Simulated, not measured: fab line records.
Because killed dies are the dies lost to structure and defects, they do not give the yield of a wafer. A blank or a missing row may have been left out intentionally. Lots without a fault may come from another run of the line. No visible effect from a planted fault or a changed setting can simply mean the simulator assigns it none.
Problem report in the 8D (eight disciplines) form, filled by code -- flow gf180mcu -- the parts of the form that need people (team, actions taken, sign-off) are left out

## 1. WHAT WENT WRONG
Wafers without a fault read 85.70 W, standard deviation 0.089; heater_power_total_W at GF_V5_PEB_12 reads a mean of 86.77 W on 6 wafers belonging to 2 lots. Relative to the usual mean, that is a shift of +12 standard deviations.
The step: peb time 90 s.
The first sign was on wafer L966.3 at day 32 19:32, on litho_track-01. Wafers with a number at this step in the record: 36, from 12 lots. By rule, "out" or "out of limits" means more than 4 standard deviations away from the usual mean. All remaining wafers that have a number are taken as sound.

## 2. WHAT IT IS; WHAT IT IS NOT
question,is,is not
which readings at this step,"heater_power_total_W, plate_temp_C",exhaust_pa
which lots,"L966, L968","L947, L949, L950, L951, L955, L956, L957, L958, L959, L960"
which wafers of those lots,all that have a number,-
read on which tools,litho_track-01,"litho_track-02, litho_track-04"
when,from day 32 19:32,up to then (30 sound wafers)

## 3. WHAT RULES OUT EACH SUSPECT
Counting: a tool at a process step up to the reading stays a suspect if it ran every lot that is out and no sound lot after the first of them.
- litho_track-01 at GF_V5_PEB_12 (peb time 90 s): kept. All lots that are out passed through it, beginning with L966 at day 32 19:32, and no sound lot followed; its final sound lot before that point was L960 at day 31 00:43. Its own heater_power_total_W, plate_temp_C readings are out on those wafers.
Left after counting: litho_track-01 at GF_V5_PEB_12.

## 4. THE CAUSE (what the simulator had put in)
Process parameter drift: litho_track-01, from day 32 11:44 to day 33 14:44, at GF_V5_PEB_12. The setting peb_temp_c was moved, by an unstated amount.
This tool alone remained once counting was done.

## 5. THE EFFECT CHAIN, in route order
Each row: a reading where the mean over the struck wafers with a number is more than 3 standard deviations away from the usual. Scope: only readings with a usual standard deviation given in the record; hours: median across lots of the time from each lot's start at the first step in this table that gives one to its start at this step; sigmas: change in usual standard deviations.
hours,step,reading,usual,on struck wafers,change,sigmas
0,GF_V5_PEB_12,heater_power_total_W,85.70 W,86.77,+1.06,+12
0,GF_V5_PEB_12,plate_temp_C,135.03 C,136.27,+1.24,+9.5
Its process steps:
- GF_V5_PEB_12: peb time 90 s.
At these later measuring or inspecting steps, every struck wafer for which the step has a row has a number for every such reading, and none has moved that far: GF_V5_CD_MEAS_14.

## 6. HOW IT WOULD HAVE BEEN CAUGHT EARLIER
The fault began at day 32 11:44; the first out-of-limits reading in this record came at day 32 19:32, 8 hours later.
